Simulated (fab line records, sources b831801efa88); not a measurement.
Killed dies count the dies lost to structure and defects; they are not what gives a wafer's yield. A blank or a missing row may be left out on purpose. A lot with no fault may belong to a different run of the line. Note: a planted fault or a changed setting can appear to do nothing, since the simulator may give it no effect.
Which of the tools did it? | flow gf180mcu | 13 lots, 39 wafers sampled, at 4 steps of a route of 602

## WHAT THE GAUGES SHOWED, per wafer
GF_SAB_CD_MEAS_09 targets a cd of 420 nm. Usual: cd-nm 420.3 nm, standard deviation 2.2.
lot  | measured     | on        | cd-nm (nm)        | flag
L111 | day 15 08:12 | cd-sem-02 | 417.9 419.8 421.9 |
L116 | day 17 06:55 | cd-sem-02 | 419.6 419.7 419.6 |
L117 | day 17 15:38 | cd-sem-01 | 422.4 420.7 417.9 |
L118 | day 17 23:35 | cd-sem-02 | 417.8 417.4 416.4 |
L119 | day 18 23:01 | cd-sem-02 | 417.3 416.3 418.5 |
L120 | day 19 06:10 | cd-sem-02 | 423.0 421.0 423.0 |
L122 | day 19 18:36 | cd-sem-01 | 420.6 421.0 421.1 |
L123 | day 20 02:51 | cd-sem-01 | 421.4 424.5 422.3 |
L124 | day 20 04:24 | cd-sem-02 | 419.0 418.4 419.7 |
L125 | day 20 18:22 | cd-sem-01 | 421.3 419.9 418.1 |
L126 | day 21 05:53 | cd-sem-01 | 418.6 418.3 417.7 |
L128 | day 21 14:52 | cd-sem-01 | 419.3 420.0 418.3 |
L129 | day 21 22:00 | cd-sem-02 | 422.0 421.7 421.7 |

GF_CONTACT_THK_MEAS_01. Usual: for CONTACT_CVD_00_THK the level is 299 nm and the standard deviation is 3.5.
lot  | measured     | on            | CONTACT_CVD_00_THK (nm) | flag
L111 | day 15 09:16 | film-metro-01 | 295 301 304             |
L116 | day 17 08:00 | film-metro-02 | 298 298 300             |
L117 | day 17 16:41 | film-metro-02 | 297 299 298             |
L118 | day 18 00:40 | film-metro-01 | 296 296 296             |
L119 | day 19 00:06 | film-metro-01 | 303 304 305             |
L120 | day 19 07:14 | film-metro-02 | 301 296 300             |
L122 | day 19 19:42 | film-metro-01 | 303 303 305             |
L123 | day 20 03:56 | film-metro-01 | 298 299 296             |
L124 | day 20 05:32 | film-metro-03 | 303 305 304             |
L125 | day 20 19:25 | film-metro-02 | 295 295 292             |
L126 | day 21 07:10 | film-metro-01 | 594 593 592             | OFF
L128 | day 21 15:56 | film-metro-03 | 293 293 293             |
L129 | day 21 23:16 | film-metro-02 | 602 594 595             | OFF

## WHICH TOOL RAN EACH LOT (tool, then ch and the chambers of the sampled wafers, then the start)
lot  | GF_SALICIDE_SPUTTER_03       | GF_CONTACT_CVD_00
L111 | pvd-sputter-01, day 15 08:43 | hdpcvd-02 ch 0,1,2, day 15 09:13
L116 | pvd-sputter-04, day 17 07:28 | hdpcvd-02 ch 1,2, day 17 07:57
L117 | pvd-sputter-03, day 17 16:07 | hdpcvd-02 ch 0,2, day 17 16:37
L118 | pvd-sputter-01, day 18 00:07 | hdpcvd-02 ch 0,1,2, day 18 00:36
L119 | pvd-sputter-03, day 18 23:33 | hdpcvd-01 ch 1,2, day 19 00:04
L120 | pvd-sputter-04, day 19 06:41 | hdpcvd-01 ch 0,2, day 19 07:11
L122 | pvd-sputter-01, day 19 19:08 | hdpcvd-01 ch 0,2, day 19 19:40
L123 | pvd-sputter-03, day 20 03:22 | hdpcvd-01 ch 0,2, day 20 03:52
L124 | pvd-sputter-01, day 20 04:56 | hdpcvd-01 ch 0,2, day 20 05:28
L125 | pvd-sputter-04, day 20 18:50 | hdpcvd-02 ch 0,1,2, day 20 19:22
L126 | pvd-sputter-04, day 21 06:23 | hdpcvd-02 ch 1,2, day 21 06:53
L128 | pvd-sputter-03, day 21 15:23 | hdpcvd-02 ch 0,1, day 21 15:53
L129 | pvd-sputter-03, day 21 22:31 | hdpcvd-02 ch 0,1,2, day 21 23:01
- GF_SALICIDE_SPUTTER_03: material TiN, target thk 20 nm, time 16.7 s.
- GF_CONTACT_CVD_00: deposits SiO2, target thk 300 nm, time 50 s.

## AS READ BY THE TOOLS THEMSELVES (means over the sampled wafers that have a number; for cases with no such wafer, the mark the record gives instead)
GF_SALICIDE_SPUTTER_03. Usual: throttle-valve-pct 29.8 %, standard deviation 0.92.
lot  | tool           | throttle-valve-pct (%) | flag
L111 | pvd-sputter-01 | 29.5                   |
L116 | pvd-sputter-04 | 30.1                   |
L117 | pvd-sputter-03 | 29.5                   |
L118 | pvd-sputter-01 | 29.5                   |
L119 | pvd-sputter-03 | 29.5                   |
L120 | pvd-sputter-04 | 30.1                   |
L122 | pvd-sputter-01 | 29.9                   |
L123 | pvd-sputter-03 | 29.5                   |
L124 | pvd-sputter-01 | 29.4                   |
L125 | pvd-sputter-04 | 30.0                   |
L126 | pvd-sputter-04 | 29.9                   |
L128 | pvd-sputter-03 | 30.7                   |
L129 | pvd-sputter-03 | 29.5                   |

## THE ANSWER, worked out from the rows above alone
Rule: take the mean of a lot's wafers that have a number; if it is more than 3 standard deviations from the usual mean, the lot is off. A lot without any number at a reading at which 4 lots or more have one is off too. The other lots that the step has rows for count as sound. First the gauges in route order, then the tools' own readings, where a lot's mean is used as printed above. At the first step where some lot is off, the reading lying furthest off is the one used; lots without a number count as furthest.
Off: L126, L129, seen at GF_CONTACT_THK_MEAS_01 (CONTACT_CVD_00_THK).
A tool fits if, at a process step before that reading, it ran every lot that is off, and no sound lot after the first of them. Those tools and the gauges at GF_CONTACT_THK_MEAS_01 are tried in the same way. Of those tried, none fits.

## WHAT THE SIMULATOR HAD PUT IN
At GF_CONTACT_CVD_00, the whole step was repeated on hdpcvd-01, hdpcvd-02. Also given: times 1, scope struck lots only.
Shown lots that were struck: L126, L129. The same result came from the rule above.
